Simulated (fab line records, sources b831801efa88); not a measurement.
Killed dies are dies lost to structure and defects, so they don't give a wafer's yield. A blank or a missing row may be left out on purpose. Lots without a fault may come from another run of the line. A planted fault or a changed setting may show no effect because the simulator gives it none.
Problem report in the 8D (eight disciplines) form, filled by code | flow gf180mcu | the parts of the form that need people (team, actions taken, sign-off) are left out

1. THE PROBLEM
NWELL_TW at GF_NWELL_TW_MEAS_11 reads a mean of 1848 on 6 wafers of 2 lots; wafers without a fault read 1588 with a standard deviation of 12. That is +22 standard deviations from the usual mean.
First seen on wafer L215.3, day 6 18:20, on film_metro-04. The record holds 39 wafers of 13 lots with a number at this step. Rule for "out", or "out of limits": more than 4 standard deviations from the usual mean. The other wafers with a number count as sound.

2. WHAT IT IS AND WHAT IT IS NOT
question                    | is                     | is not
which readings at this step | NWELL_TW               | -
which lots                  | L215, L219             | L201, L202, L203, L204, L205, L206, L207, L208, L213, L220, L222
which wafers of those lots  | all that have a number | -
read on which gauges        | film_metro-04          | film_metro-01, film_metro-03
when                        | from day 6 18:20       | up to then (27 sound wafers); but 6 sound wafers of L220, L222 came after

3. SUSPECTS, AND WHAT RULES EACH OUT
Counting: a tool at a process step up to the reading stays a suspect if it ran every lot that is out and no sound lot after the first of them.
- the gauge at GF_NWELL_TW_MEAS_11: ruled out. All the wafers that are out were read on film_metro-04, but those of them that GF_NWELL_IMPLANT_08 has rows for are out there too, on other tools.
- implanter-03 at GF_NWELL_IMPLANT_08: kept. It ran every lot that is out, first L215 (day 6 17:58), and no sound lot after that; its last sound lot up to then is L213 (day 6 10:02). Its own readings are out on those wafers: dose_ions_cm2, faraday_current_uA.
Left after counting: implanter-03 at GF_NWELL_IMPLANT_08.

4. THE CAUSE (what the simulator had put in)
Process parameter drift: implanter-03, from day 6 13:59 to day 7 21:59, at GF_NWELL_IMPLANT_08. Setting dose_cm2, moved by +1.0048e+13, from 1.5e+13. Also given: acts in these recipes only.
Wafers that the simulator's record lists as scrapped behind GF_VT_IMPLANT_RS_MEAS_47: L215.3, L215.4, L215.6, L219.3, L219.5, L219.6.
Counting left only this tool.

5. THE CHAIN OF EFFECTS, in route order
Each row: a reading whose mean over the struck wafers that have a number lies more than 3 standard deviations from the usual. Only readings for which the record gives a usual standard deviation are gone through. hours: the time from each lot's start at the first step in this table that gives one to its start at this step, as a median over the lots. sigmas: the change in usual standard deviations.
hours | step                     | reading            | usual        | on struck wafers | change   | sigmas
0     | GF_NWELL_IMPLANT_08      | dose_ions_cm2      | 1.5e+13      | 2.5e+13          | +1.0e+13 | +99 or more
0     | GF_NWELL_IMPLANT_08      | faraday_current_uA | 84.7         | 136.9            | +52.2    | +31
0     | GF_NWELL_TW_MEAS_11      | NWELL_TW           | 1588         | 1848             | +260     | +22
118   | GF_VT_IMPLANT_RS_MEAS_47 | NWELL_RS           | 488.2 ohm/sq | 378.1            | -110.1   | -92
The process steps in it:
- GF_NWELL_IMPLANT_08

6. WHAT WOULD HAVE CAUGHT IT SOONER
In this record the first reading out of limits at a measuring or inspecting step was taken at day 6 18:20, 4 hours after the fault began at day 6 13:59.
The tool's own readings at GF_NWELL_IMPLANT_08 were out on every struck wafer that the step has a row for (dose_ions_cm2, faraday_current_uA): an alarm limit on them would have fired on the first of those.
Of the lots that are out (2), L219 began GF_NWELL_IMPLANT_08 on implanter-03 after day 6 18:20. A hold on the tool at that time would have spared it.
